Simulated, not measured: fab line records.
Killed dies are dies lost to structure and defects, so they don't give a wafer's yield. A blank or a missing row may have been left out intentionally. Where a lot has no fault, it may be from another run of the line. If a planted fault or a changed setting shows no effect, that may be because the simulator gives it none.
fab line records	flow gf180mcu
record: lots: 24	wafers: 72	lastDay: 35
route steps=602 shown CONTACT@303 V2@384 M3@423 V4@497 TOP_METAL@583
lots untouched by any fault: they come from a run of this same line in which no faults occurred
startH: start of the lot's first displayed wafer, in hours after the record's first day	waitH: hours from the lot's prior step to this one	" identical to the entry in the row above	L1.1+2: several wafers, shown together as one row	- no value present, or no start provided	* or withheld: withheld	< > ~ a bound
route shown NAME@n: a module of which the file shows steps, and the number in the route of the first	usual: mean/standard deviation taken from wafers without a fault	same: alike in all rows	chamber/n: place in a boat	sites: the reading at each site	_std_site: their standard deviation	_edge_site: mean of outer sites minus mean of inner sites	radiusMm: for every site, how far away it sits from the centre of the wafer	mask NAME#n: copy n	behind: the last tool/chamber to shape the wafer	hold: what put the lot on hold/how long, in hours/how the hold closed	device: whichever transistor did not switch (one of n, p or np)	end of line: tests run on the same wafers once the route is complete	for a step that has no rows: nothing shown but its recipe	killed: dies lost to structure and defects at the first sort, not the wafer's yield	map: a wafer's dies, marking killed ones x, the rest . and places with no die _
set.NAME: setting as actually run; set.NAME@STEP: the setting as run at that earlier step	model.NAME: the simulator's own value behind a step, which no gauge read
route steps across a sampled set of lots; one table per step, one row per wafer
services: from which hour (startH, from the record's first day; less than 0 if before it) a tool's chamber was out of use, for how many hours, and why
== steps ==
step: GF_CONTACT_ETCH_16
recipe: chemistry: N2/H2	targetDepthA: withheld	overetchA: withheld	timeS: withheld	target: BARC	ionEnergyEv: 200	sourceW: 500	biasW: 100	pressureMtorr: 30	n2FlowSccm: 100	h2FlowSccm: 200
usual: drypumpMotorCurrentA: 5.6/0.56	n2FlowSccm: 100.0/0.33	oesProductAu: 0.855/0.0045	throttleValvePct: 13.225/0.0089
lot.wafer	tool	chamber	startH	waitH	drypumpMotorCurrentA	n2FlowSccm	oesProductAu	throttleValvePct
L074.1	rieDiel-02	0	379.63	0.0	5.8	100.2	0.857	13.221
L074.2	"	3	"	"	6.0	99.5	0.862	13.230
L074.3	"	1	"	"	5.4	100.1	0.851	13.220
L075.1	rieDiel-02	3	386.74	0.0	6.0	100.4	0.857	13.229
L075.2	"	0	"	"	5.8	100.3	0.860	13.217
L075.5	"	3	"	"	6.0	100.1	0.861	13.234
L076.1	rieDiel-04	3	395.33	0.0	5.9	100.0	0.857	13.229
L076.2	"	1	"	"	4.6	100.4	0.855	13.214
L076.3	"	2	"	"	5.8	99.8	0.853	13.232
L077.3	rieDiel-04	1	402.28	0.0	4.6	99.6	0.853	13.210
L077.5	"	0	"	"	5.8	99.9	0.852	13.217
L077.6	"	1	"	"	4.6	100.3	0.857	13.226
L078.3	rieDiel-01	0	408.89	0.0	6.4	100.3	0.854	13.224
L078.5	"	3	"	"	6.1	99.7	0.861	13.226
L078.6	"	0	"	"	6.4	100.8	0.854	13.214
L079.2	rieDiel-04	1	418.89	0.0	4.6	100.0	0.846	13.229
L079.3	"	2	"	"	5.8	100.4	0.851	13.208
L079.5	"	3	"	"	5.8	99.5	0.854	13.204
L080.1	rieDiel-02	0	433.47	0.0	5.8	99.3	0.857	13.226
L080.3	"	1	"	"	5.4	100.1	0.854	13.235
L080.4	"	3	"	"	6.0	100.6	0.852	13.226
L081.1	rieDiel-02	3	442.22	0.0	6.0	99.7	0.858	13.248
L081.2	"	1	"	"	5.4	100.0	0.852	13.237
L081.3	"	0	"	"	5.8	99.9	0.860	13.221
L082.3	rieDiel-04	1	450.32	0.0	4.6	100.4	0.854	13.227
L082.5	"	1	"	"	4.6	100.5	0.862	13.236
L082.6	"	0	"	"	5.7	99.9	0.855	13.224
L083.2	rieDiel-02	2	458.67	0.0	4.6	99.6	0.857	13.229
L083.3	"	3	"	"	6.0	99.9	0.850	13.220
L083.5	"	3	"	"	6.0	100.0	0.855	13.228
L084.2	rieDiel-02	3	466.27	0.0	6.0	100.2	0.857	13.224
L084.3	"	0	"	"	5.8	99.9	0.862	13.234
L084.5	"	0	"	"	5.8	100.3	0.861	13.234
L085.1	rieDiel-01	3	468.67	0.0	6.1	100.1	0.853	13.220
L085.3	"	2	"	"	6.1	100.0	0.849	13.242
L085.4	"	1	"	"	6.4	100.5	0.849	13.228
L086.3	rieDiel-04	2	484.19	0.0	5.8	99.8	0.858	13.227
L086.5	"	3	"	"	5.9	100.6	0.851	13.218
L086.6	"	2	"	"	5.8	99.8	0.861	13.235
L087.1	rieDiel-02	1	491.44	0.0	5.4	100.2	0.862	13.211
L087.2	"	0	"	"	5.8	99.8	0.856	13.244
L087.3	"	3	"	"	6.0	100.4	0.844	13.229
L088.1	rieDiel-01	0	502.24	0.0	6.3	99.1	0.861	13.229
L088.2	"	1	"	"	6.4	100.8	0.856	13.230
L088.6	"	3	"	"	6.1	99.8	0.849	13.224
L089.2	rieDiel-04	2	507.87	0.0	5.7	100.4	0.856	13.218
L089.4	"	3	"	"	5.9	100.0	0.854	13.241
L089.5	"	2	"	"	5.8	100.0	0.852	13.218
L090.1	rieDiel-04	2	514.54	0.0	5.8	100.2	0.854	13.231
L090.3	"	0	"	"	5.8	100.1	0.854	13.222
L090.6	"	3	"	"	5.9	100.2	0.860	13.234
L091.1	rieDiel-02	2	524.12	0.0	4.6	99.8	0.845	13.216
L091.2	"	3	"	"	6.0	100.2	0.850	13.217
L091.4	"	2	"	"	4.6	100.0	0.850	13.224
L092.1	rieDiel-02	2	532.32	0.0	4.6	99.3	0.856	13.218
L092.2	"	1	"	"	5.4	99.4	0.856	13.239
L092.4	"	3	"	"	6.0	99.5	0.852	13.225
L093.1	rieDiel-02	2	538.72	0.0	4.6	99.9	0.857	13.218
L093.2	"	1	"	"	5.4	100.0	0.858	13.217
L093.5	"	2	"	"	4.6	99.9	0.863	13.210
L094.1	rieDiel-01	0	553.82	0.0	6.3	99.8	0.872	13.214
L094.4	"	3	"	"	6.1	100.2	0.850	13.223
L094.6	"	3	"	"	6.1	99.5	0.862	13.229
L095.2	rieDiel-02	2	556.32	0.0	4.6	100.1	0.856	13.218
L095.4	"	0	"	"	5.8	100.1	0.858	13.224
L095.6	"	3	"	"	6.0	99.7	0.853	13.222
L096.2	rieDiel-01	0	564.07	0.0	6.3	99.9	0.856	13.239
L096.3	"	1	"	"	6.4	100.2	0.854	13.224
L096.5	"	3	"	"	6.1	100.2	0.848	13.211
L097.2	rieDiel-02	1	568.42	0.0	5.4	100.3	0.852	13.238
L097.3	"	3	"	"	6.0	100.0	0.859	13.232
L097.6	"	3	"	"	6.0	99.8	0.853	13.223
step: GF_V2_CVD_02
recipe: material: SiO2	targetThkNm: 850	precursor: TEOS	tempC: 400	timeS: 94.851	rfW: 600
usual: heaterPowerW: 630/62
same: timeS: 94.851
lot.wafer	tool	chamber	startH	waitH	heaterPowerW
L074.1	pecvd-02	1	458.18	0.1	675
L074.2	"	0	"	"	590
L074.3	"	2	"	"	598
L075.1	pecvd-02	0	465.19	0.1	645
L075.2	"	1	"	"	692
L075.5	"	0	"	"	520
L076.1	pecvd-02	1	473.11	0.1	603
L076.2	"	2	"	"	558
L076.3	"	0	"	"	654
L077.3	pecvd-04	0	481.36	0.0	644
L077.5	"	1	"	"	649
L077.6	"	0	"	"	516
L078.3	pecvd-01	2	487.75	0.0	580
L078.5	"	2	"	"	615
L078.6	"	0	"	"	682
L079.2	pecvd-04	2	497.55	0.0	655
L079.3	"	0	"	"	520
L079.5	"	1	"	"	639
L080.1	pecvd-01	0	512.18	0.1	685
L080.3	"	2	"	"	668
L080.4	"	1	"	"	611
L081.1	pecvd-04	1	520.67	0.1	661
L081.2	"	0	"	"	570
L081.3	"	2	"	"	598
L082.3	pecvd-04	0	528.41	0.0	642
L082.5	"	2	"	"	619
L082.6	"	0	"	"	525
L083.2	pecvd-04	0	536.40	0.0	650
L083.3	"	2	"	"	633
L083.5	"	1	"	"	674
L084.2	pecvd-01	1	543.45	0.0	759
L084.3	"	2	"	"	638
L084.5	"	0	"	"	555
L085.1	pecvd-04	2	547.01	0.1	690
L085.3	"	0	"	"	651
L085.4	"	0	"	"	508
L086.3	pecvd-01	1	560.72	0.0	679
L086.5	"	0	"	"	670
L086.6	"	2	"	"	695
L087.1	pecvd-01	1	566.50	0.1	602
L087.2	"	2	"	"	687
L087.3	"	0	"	"	591
L088.1	pecvd-04	2	577.12	0.1	691
L088.2	"	0	"	"	625
L088.6	"	1	"	"	521
L089.2	pecvd-01	1	582.66	0.0	722
L089.4	"	2	"	"	671
L089.5	"	1	"	"	764
L090.1	pecvd-04	2	588.59	0.1	632
L090.3	"	0	"	"	650
L090.6	"	0	"	"	516
L091.1	pecvd-04	2	596.79	0.1	688
L091.2	"	1	"	"	674
L091.4	"	0	"	"	526
L092.1	pecvd-04	0	604.87	0.1	636
L092.2	"	1	"	"	609
L092.4	"	2	"	"	562
L093.1	pecvd-01	0	610.15	0.1	592
L093.2	"	1	"	"	752
L093.5	"	2	"	"	564
L094.1	pecvd-01	0	624.26	0.1	610
L094.4	"	0	"	"	664
L094.6	"	1	"	"	714
L095.2	pecvd-04	1	627.02	0.0	647
L095.4	"	0	"	"	576
L095.6	"	2	"	"	658
L096.2	pecvd-01	0	633.36	0.0	647
L096.3	"	2	"	"	593
L096.5	"	1	"	"	749
L097.2	pecvd-02	1	638.55	0.0	614
L097.3	"	0	"	"	614
L097.6	"	0	"	"	653
step: GF_M3_CD_MEAS_14
recipe: targetCdNm: 280
usual: cdNm: 280.3/1.4
lot.wafer	tool	chamber	startH	waitH	cdNm
L074.1	cdSem-02	-	508.38	0.1	280.7
L074.2	"	-	"	"	280.8
L074.3	"	-	"	"	280.4
L075.1	cdSem-02	-	515.93	0.1	280.4
L075.2	"	-	"	"	279.7
L075.5	"	-	"	"	281.5
L076.1	cdSem-02	-	523.23	0.1	279.3
L076.2	"	-	"	"	278.9
L076.3	"	-	"	"	279.5
L077.3	cdSem-01	-	531.62	0.1	279.3
L077.5	"	-	"	"	280.1
L077.6	"	-	"	"	280.3
L078.3	cdSem-01	-	538.07	0.1	279.0
L078.5	"	-	"	"	278.0
L078.6	"	-	"	"	277.6
L079.2	cdSem-02	-	547.05	0.1	280.4
L079.3	"	-	"	"	279.8
L079.5	"	-	"	"	279.2
L080.1	cdSem-01	-	560.53	0.1	279.6
L080.3	"	-	"	"	279.3
L080.4	"	-	"	"	278.9
L081.1	cdSem-02	-	567.92	0.1	279.5
L081.2	"	-	"	"	280.4
L081.3	"	-	"	"	280.4
L082.3	cdSem-01	-	576.15	0.2	277.5
L082.5	"	-	"	"	278.4
L082.6	"	-	"	"	278.6
L083.2	cdSem-02	-	582.64	0.1	281.1
L083.3	"	-	"	"	280.6
L083.5	"	-	"	"	279.9
L084.2	cdSem-01	-	591.06	0.2	282.2
L084.3	"	-	"	"	282.2
L084.5	"	-	"	"	282.3
L085.1	cdSem-01	-	593.32	0.1	278.7
L085.3	"	-	"	"	280.4
L085.4	"	-	"	"	280.2
L086.3	cdSem-01	-	606.21	0.1	281.7
L086.5	"	-	"	"	281.3
L086.6	"	-	"	"	282.4
L087.1	cdSem-01	-	613.37	0.1	279.9
L087.2	"	-	"	"	279.8
L087.3	"	-	"	"	281.4
L088.1	cdSem-01	-	621.67	0.1	283.5
L088.2	"	-	"	"	284.0
L088.6	"	-	"	"	284.9
L089.2	cdSem-01	-	626.91	0.1	279.1
L089.4	"	-	"	"	279.7
L089.5	"	-	"	"	279.2
L090.1	cdSem-02	-	633.57	0.1	278.7
L090.3	"	-	"	"	278.6
L090.6	"	-	"	"	279.6
L091.1	cdSem-02	-	640.72	0.1	281.4
L091.2	"	-	"	"	281.2
L091.4	"	-	"	"	280.8
L092.1	cdSem-02	-	649.08	0.1	280.7
L092.2	"	-	"	"	278.8
L092.4	"	-	"	"	280.7
L093.1	cdSem-01	-	654.02	0.1	278.7
L093.2	"	-	"	"	279.1
L093.5	"	-	"	"	279.4
L094.1	cdSem-02	-	666.32	0.1	282.1
L094.4	"	-	"	"	279.8
L094.6	"	-	"	"	280.8
L095.2	cdSem-01	-	669.99	0.1	282.1
L095.4	"	-	"	"	280.7
L095.6	"	-	"	"	279.7
L096.2	cdSem-02	-	675.74	0.1	280.3
L096.3	"	-	"	"	280.0
L096.5	"	-	"	"	281.5
L097.2	cdSem-02	-	680.04	0.1	281.3
L097.3	"	-	"	"	279.8
L097.6	"	-	"	"	280.6
step: GF_M3_METAL_ETCH_16
recipe: chemistry: Cl2/BCl3	maskMaterial: KrF	targetDepthNm: 627.5	stopOn: SiO2	pressureMtorr: 8	icpW: 800	biasW: 140	Cl2_flow_sccm: 80	bcl3FlowSccm: 40	timeS: 104.6
usual: bcl3FlowSccm: 39.99/0.12	drypumpMotorCurrentA: 5.7/0.55	oesProductAu: 0.973/0.006	throttleValvePct: 28.249/0.01
same: timeS: 104.6
lot.wafer	tool	chamber	startH	waitH	bcl3FlowSccm	drypumpMotorCurrentA	oesProductAu	rfHoursCounterH	throttleValvePct
L074.1	rieMetal-03	0	508.54	0.0	40.06	5.8	0.974	12	28.238
L074.2	"	1	"	"	40.23	6.1	0.973	9	28.239
L074.3	"	1	"	"	40.21	6.1	0.976	-	28.244
L075.1	rieMetal-01	0	516.08	0.0	39.93	5.5	0.967	7	28.253
L075.2	"	1	"	"	39.95	5.0	0.979	11	28.247
L075.5	"	1	"	"	39.96	5.0	0.982	-	28.229
L076.1	rieMetal-02	0	523.38	0.0	39.81	6.5	0.975	4	28.234
L076.2	"	1	"	"	39.87	5.1	0.972	1	28.247
L076.3	"	1	"	"	39.95	5.1	0.973	-	28.259
L077.3	rieMetal-01	0	531.77	0.1	39.78	5.5	0.970	-	28.262
L077.5	"	1	"	"	40.09	5.0	0.960	-	28.258
L077.6	"	0	"	"	40.00	5.5	0.974	-	28.239
L078.3	rieMetal-02	1	538.22	0.1	39.81	5.1	0.981	-	28.241
L078.5	"	1	"	"	39.91	5.1	0.973	-	28.239
L078.6	"	0	"	"	39.86	6.5	0.974	-	28.239
L079.2	rieMetal-03	0	547.18	0.0	40.14	5.8	0.990	13	28.254
L079.3	"	1	"	"	40.17	6.1	0.966	-	28.258
L079.5	"	1	"	"	40.09	6.1	0.974	-	28.249
L080.1	rieMetal-02	1	560.69	0.0	40.13	5.1	0.973	2	28.242
L080.3	"	0	"	"	40.11	6.5	0.975	-	28.257
L080.4	"	1	"	"	40.03	5.1	0.974	-	28.251
L081.1	rieMetal-01	0	568.07	0.0	39.81	5.4	0.972	9	28.275
L081.2	"	1	"	"	39.73	5.0	0.974	13	28.255
L081.3	"	0	"	"	39.82	5.5	0.969	-	28.246
L082.3	rieMetal-02	0	576.31	0.1	40.11	6.5	0.981	-	28.227
L082.5	"	1	"	"	40.05	5.1	0.987	-	28.241
L082.6	"	0	"	"	39.95	6.5	0.975	-	28.235
L083.2	rieMetal-02	1	582.77	0.0	40.05	5.0	0.957	2	28.257
L083.3	"	0	"	"	39.85	6.5	0.965	-	28.244
L083.5	"	0	"	"	39.84	6.5	0.971	-	28.268
L084.2	rieMetal-02	1	591.19	0.0	40.05	5.1	0.970	2	28.256
L084.3	"	0	"	"	40.15	6.5	0.969	-	28.239
L084.5	"	0	"	"	40.06	6.5	0.976	-	28.252
L085.1	rieMetal-03	1	593.48	0.0	39.95	6.1	0.969	11	28.256
L085.3	"	1	"	"	40.00	6.1	0.973	-	28.265
L085.4	"	1	"	"	39.98	6.1	0.966	-	28.242
L086.3	rieMetal-03	1	606.36	0.1	39.88	6.1	0.972	-	28.240
L086.5	"	0	"	"	39.96	5.8	0.971	-	28.263
L086.6	"	1	"	"	40.03	6.1	0.982	-	28.244
L087.1	rieMetal-01	0	613.52	0.0	39.89	5.5	0.963	11	28.259
L087.2	"	1	"	"	40.12	5.0	0.967	0	28.250
L087.3	"	0	"	"	40.05	5.5	0.958	-	28.272
L088.1	rieMetal-01	1	621.82	0.0	39.92	5.0	0.981	0	28.234
L088.2	"	1	"	"	39.78	5.0	0.987	-	28.241
L088.6	"	1	"	"	40.08	5.1	0.990	-	28.234
L089.2	rieMetal-03	0	627.08	0.1	39.95	5.8	0.974	-	28.237
L089.4	"	0	"	"	40.01	5.8	0.978	-	28.228
L089.5	"	0	"	"	40.11	5.8	0.978	-	28.239
L090.1	rieMetal-02	0	633.73	0.0	39.86	6.5	0.976	7	28.243
L090.3	"	0	"	"	40.11	6.5	0.968	-	28.259
L090.6	"	1	"	"	39.84	5.1	0.969	-	28.247
L091.1	rieMetal-03	1	640.88	0.0	40.02	6.1	0.961	0	28.243
L091.2	"	0	"	"	40.08	5.7	0.975	1	28.239
L091.4	"	0	"	"	39.97	5.8	0.969	-	28.235
L092.1	rieMetal-02	1	649.24	0.0	39.93	5.1	0.963	4	28.264
L092.2	"	0	"	"	39.84	6.5	0.968	7	28.262
L092.4	"	0	"	"	39.77	6.5	0.983	-	28.245
L093.1	rieMetal-03	0	654.18	0.0	40.00	5.8	0.972	2	28.254
L093.2	"	1	"	"	40.12	6.1	0.969	1	28.236
L093.5	"	1	"	"	39.86	6.1	0.972	-	28.258
L094.1	rieMetal-03	1	666.47	0.0	39.76	6.2	0.970	1	28.251
L094.4	"	1	"	"	40.01	6.2	0.969	-	28.242
L094.6	"	1	"	"	40.12	6.1	0.963	-	28.267
L095.2	rieMetal-02	1	670.18	0.1	40.06	5.1	0.981	-	28.248
L095.4	"	1	"	"	40.04	5.1	0.970	-	28.245
L095.6	"	1	"	"	40.11	5.1	0.976	-	28.254
L096.2	rieMetal-03	1	675.88	0.0	39.92	6.1	0.970	1	28.254
L096.3	"	1	"	"	39.83	6.2	0.976	-	28.253
L096.5	"	0	"	"	40.18	5.8	0.978	-	28.252
L097.2	rieMetal-02	1	680.18	0.0	40.14	5.1	0.969	5	28.273
L097.3	"	1	"	"	40.07	5.1	0.967	-	28.252
L097.6	"	0	"	"	39.85	6.5	0.969	-	28.248
step: GF_V4_SPUTTER_21
recipe: material: Ti	targetThkNm: 15	chamberPressurePa: 5	powerW: 2500	substrateTempC: 200	timeS: 80.02
usual: throttleValvePct: 29.8/0.85
same: timeS: 80.02
lot.wafer	tool	chamber	startH	waitH	throttleValvePct
L074.1	pvdSputter-01	-	582.78	0.0	30.6
L074.2	"	-	"	"	30.2
L074.3	"	-	"	"	30.0
L075.1	pvdSputter-04	-	589.73	0.0	30.3
L075.2	"	-	"	"	28.5
L075.5	"	-	"	"	30.0
L076.1	pvdSputter-03	-	594.68	0.0	27.8
L076.2	"	-	"	"	30.3
L076.3	"	-	"	"	29.7
L077.3	pvdSputter-01	-	604.40	0.0	30.2
L077.5	"	-	"	"	30.1
L077.6	"	-	"	"	30.0
L078.3	pvdSputter-01	-	609.70	0.0	30.4
L078.5	"	-	"	"	30.6
L078.6	"	-	"	"	29.8
L079.2	pvdSputter-03	-	617.85	0.0	30.2
L079.3	"	-	"	"	29.7
L079.5	"	-	"	"	30.3
L080.1	pvdSputter-04	-	632.21	0.0	31.2
L080.3	"	-	"	"	30.3
L080.4	"	-	"	"	28.6
L081.1	pvdSputter-03	-	637.18	0.0	29.6
L081.2	"	-	"	"	30.5
L081.3	"	-	"	"	29.4
L082.3	pvdSputter-01	-	644.28	0.0	30.0
L082.5	"	-	"	"	29.9
L082.6	"	-	"	"	29.8
L083.2	pvdSputter-04	-	651.93	0.0	29.8
L083.3	"	-	"	"	31.1
L083.5	"	-	"	"	31.4
L084.2	pvdSputter-04	-	659.16	0.0	30.3
L084.3	"	-	"	"	28.8
L084.5	"	-	"	"	29.7
L085.1	pvdSputter-01	-	662.24	0.0	29.8
L085.3	"	-	"	"	30.4
L085.4	"	-	"	"	29.9
L086.3	pvdSputter-01	-	673.83	0.0	30.0
L086.5	"	-	"	"	30.6
L086.6	"	-	"	"	29.9
L087.1	pvdSputter-03	-	679.67	0.0	30.7
L087.2	"	-	"	"	29.9
L087.3	"	-	"	"	27.7
L088.1	pvdSputter-03	-	686.95	0.0	29.5
L088.2	"	-	"	"	29.7
L088.6	"	-	"	"	30.3
L089.2	pvdSputter-03	-	691.90	0.0	30.2
L089.4	"	-	"	"	29.7
L089.5	"	-	"	"	27.6
L090.1	pvdSputter-01	-	699.65	0.0	30.3
L090.3	"	-	"	"	29.4
L090.6	"	-	"	"	30.0
L091.1	pvdSputter-04	-	704.73	0.0	29.8
L091.2	"	-	"	"	30.2
L091.4	"	-	"	"	31.2
L092.1	pvdSputter-01	-	713.10	0.0	29.6
L092.2	"	-	"	"	30.4
L092.4	"	-	"	"	29.9
L093.1	pvdSputter-03	-	717.73	0.0	29.6
L093.2	"	-	"	"	27.7
L093.5	"	-	"	"	29.4
L094.1	pvdSputter-04	-	727.75	0.0	29.5
L094.4	"	-	"	"	31.1
L094.6	"	-	"	"	29.8
L095.2	pvdSputter-04	-	732.23	0.0	30.0
L095.4	"	-	"	"	31.3
L095.6	"	-	"	"	29.7
L096.2	pvdSputter-04	-	737.98	0.0	31.2
L096.3	"	-	"	"	28.7
L096.5	"	-	"	"	29.9
L097.2	pvdSputter-03	-	741.81	0.0	29.8
L097.3	"	-	"	"	30.2
L097.6	"	-	"	"	30.3
step: GF_TOP_METAL_METAL_ETCH_16
recipe: chemistry: Cl2/BCl3	maskMaterial: NOVOLAK	targetDepthNm: 1077.5	stopOn: SiO2	pressureMtorr: 8	icpW: 800	biasW: 140	Cl2_flow_sccm: 80	bcl3FlowSccm: 40	timeS: 179.6
usual: bcl3FlowSccm: 40.03/0.13	drypumpMotorCurrentA: 5.5/0.54	oesProductAu: 0.965/0.0077	throttleValvePct: 28.258/0.011
same: timeS: 179.6
lot.wafer	tool	chamber	startH	waitH	bcl3FlowSccm	drypumpMotorCurrentA	oesProductAu	rfHoursCounterH	throttleValvePct
L074.1	rieMetal-01	0	671.44	0.0	39.92	5.5	0.971	12	28.260
L074.2	"	1	"	"	40.10	5.0	0.973	2	28.277
L074.3	"	0	"	"	39.93	5.5	0.951	-	28.258
L075.1	rieMetal-01	1	676.64	0.0	40.15	5.0	0.974	3	28.240
L075.2	"	0	"	"	39.94	5.5	0.976	13	28.235
L075.5	"	1	"	"	40.21	5.0	0.970	-	28.261
L076.1	rieMetal-03	0	681.01	0.0	39.98	5.8	0.951	3	28.255
L076.2	"	1	"	"	39.88	6.2	0.961	2	28.257
L076.3	"	1	"	"	40.06	6.1	0.952	-	28.264
L077.3	rieMetal-03	1	690.88	0.1	40.05	6.2	0.958	-	28.251
L077.5	"	0	"	"	40.06	5.8	0.951	-	28.258
L077.6	"	1	"	"	39.98	6.2	0.946	-	28.275
L078.3	rieMetal-02	1	695.83	0.1	39.98	5.1	0.970	-	28.258
L078.5	"	1	"	"	39.98	5.1	0.968	-	28.246
L078.6	"	0	"	"	39.97	6.5	0.970	-	28.282
L079.2	rieMetal-02	0	702.99	0.0	40.09	6.5	0.973	8	28.239
L079.3	"	1	"	"	39.79	5.1	0.970	-	28.254
L079.5	"	1	"	"	39.77	5.1	0.979	-	28.233
L080.1	rieMetal-02	0	716.74	0.0	40.05	6.5	0.966	9	28.238
L080.3	"	0	"	"	39.79	6.5	0.973	-	28.240
L080.4	"	1	"	"	39.96	5.1	0.971	-	28.249
L081.1	rieMetal-02	1	720.92	0.0	40.05	5.1	0.970	7	28.242
L081.2	"	0	"	"	39.98	6.5	0.974	9	28.247
L081.3	"	0	"	"	39.88	6.5	0.976	-	28.245
L082.3	rieMetal-03	0	725.49	0.1	39.96	5.8	0.979	-	28.247
L082.5	"	0	"	"	39.87	5.8	0.965	-	28.256
L082.6	"	1	"	"	40.08	6.2	0.972	-	28.252
L083.2	rieMetal-01	1	733.83	0.1	40.17	5.0	0.971	-	28.266
L083.3	"	1	"	"	40.17	5.0	0.970	-	28.256
L083.5	"	1	"	"	40.04	5.0	0.966	-	28.248
L084.2	rieMetal-01	1	740.57	0.0	39.90	5.0	0.972	6	28.253
L084.3	"	1	"	"	39.82	5.0	0.967	-	28.270
L084.5	"	0	"	"	40.17	5.5	0.976	-	28.249
L085.1	rieMetal-01	1	742.38	0.0	39.91	5.0	0.964	6	28.272
L085.3	"	1	"	"	39.86	5.0	0.961	-	28.269
L085.4	"	0	"	"	39.98	5.5	0.964	-	28.271
L086.3	rieMetal-02	0	752.54	0.1	39.91	6.5	0.955	-	28.280
L086.5	"	1	"	"	40.20	5.1	0.960	-	28.263
L086.6	"	0	"	"	40.25	6.5	0.962	-	28.257
L087.1	rieMetal-01	1	757.02	0.0	40.22	5.0	0.966	7	28.247
L087.2	"	0	"	"	40.16	5.5	0.966	1	28.246
L087.3	"	1	"	"	39.96	5.0	0.967	-	28.262
L088.1	rieMetal-02	0	764.42	0.0	40.10	6.5	0.953	11	28.266
L088.2	"	1	"	"	40.11	5.1	0.960	9	28.278
L088.6	"	0	"	"	40.23	6.5	0.970	-	28.263
L089.2	rieMetal-02	1	768.62	0.0	39.85	5.1	0.965	9	28.262
L089.4	"	0	"	"	40.03	6.5	0.968	-	28.264
L089.5	"	0	"	"	40.17	6.5	0.960	-	28.253
L090.1	rieMetal-01	1	772.97	0.0	40.13	5.0	0.977	8	28.265
L090.3	"	0	"	"	40.06	5.5	0.968	-	28.243
L090.6	"	0	"	"	39.81	5.5	0.983	-	28.260
L091.1	rieMetal-01	1	779.47	0.0	39.94	5.0	0.962	8	28.253
L091.2	"	0	"	"	40.21	5.5	0.959	2	28.262
L091.4	"	0	"	"	40.23	5.5	0.963	-	28.258
L092.1	rieMetal-02	1	786.69	0.0	39.87	5.1	0.964	10	28.259
L092.2	"	0	"	"	40.04	6.5	0.960	12	28.247
L092.4	"	0	"	"	39.92	6.5	0.962	-	28.267
L093.1	rieMetal-01	1	790.43	0.0	40.01	5.0	0.963	9	28.260
L093.2	"	0	"	"	40.09	5.5	0.967	3	28.259
L093.5	"	1	"	"	40.20	5.0	0.961	-	28.270
L094.1	rieMetal-01	1	799.73	0.0	39.85	5.0	0.962	9	28.265
L094.4	"	1	"	"	40.03	5.0	0.969	-	28.264
L094.6	"	0	"	"	40.29	5.5	0.968	-	28.231
L095.2	rieMetal-01	0	804.48	0.0	39.96	5.5	0.961	4	28.262
L095.4	"	0	"	"	39.95	5.5	0.957	-	28.274
L095.6	"	1	"	"	40.11	5.0	0.958	-	28.257
L096.2	rieMetal-01	1	808.53	0.0	39.92	5.0	0.965	10	28.254
L096.3	"	1	"	"	39.94	5.0	0.972	-	28.243
L096.5	"	1	"	"	40.00	5.0	0.970	-	28.256
L097.2	rieMetal-01	1	813.22	0.0	40.05	5.0	0.957	10	28.260
L097.3	"	1	"	"	40.00	5.0	0.961	-	28.267
L097.6	"	0	"	"	39.87	5.5	0.959	-	28.256
== services ==
tool	chamber	startH	hours	kind
pecvd-04	1	363.29	2.5	repair
pecvd-01	-	368.88	14.0	pm
rieMetal-01	0	388.29	7.0	repair
rieMetal-01	-	397.63	2.5	repair
rieDiel-02	1	408.53	3.7	repair
rieMetal-03	1	475.78	2.1	repair
rieDiel-02	3	495.70	26.3	repair
pecvd-04	-	506.00	2.3	repair
rieDiel-02	0	515.91	9.2	repair
pecvd-04	-	535.92	0.3	repair
rieDiel-02	2	539.65	6.9	repair
rieDiel-02	3	558.27	5.1	repair
pecvd-04	-	605.93	0.7	repair
rieMetal-01	0	620.96	2.9	repair
rieDiel-02	-	661.44	2.8	pm
rieMetal-02	0	664.81	12.3	repair
rieMetal-02	-	674.04	5.8	repair
rieMetal-02	0	687.08	1.9	repair
rieMetal-03	1	711.34	10.3	repair
rieDiel-02	2	735.33	3.8	repair
rieDiel-02	1	760.01	6.1	repair
rieMetal-02	-	777.57	2.8	pm
rieMetal-01	0	795.17	2.3	repair
pecvd-04	-	804.33	0.3	repair
== key ==
fault none
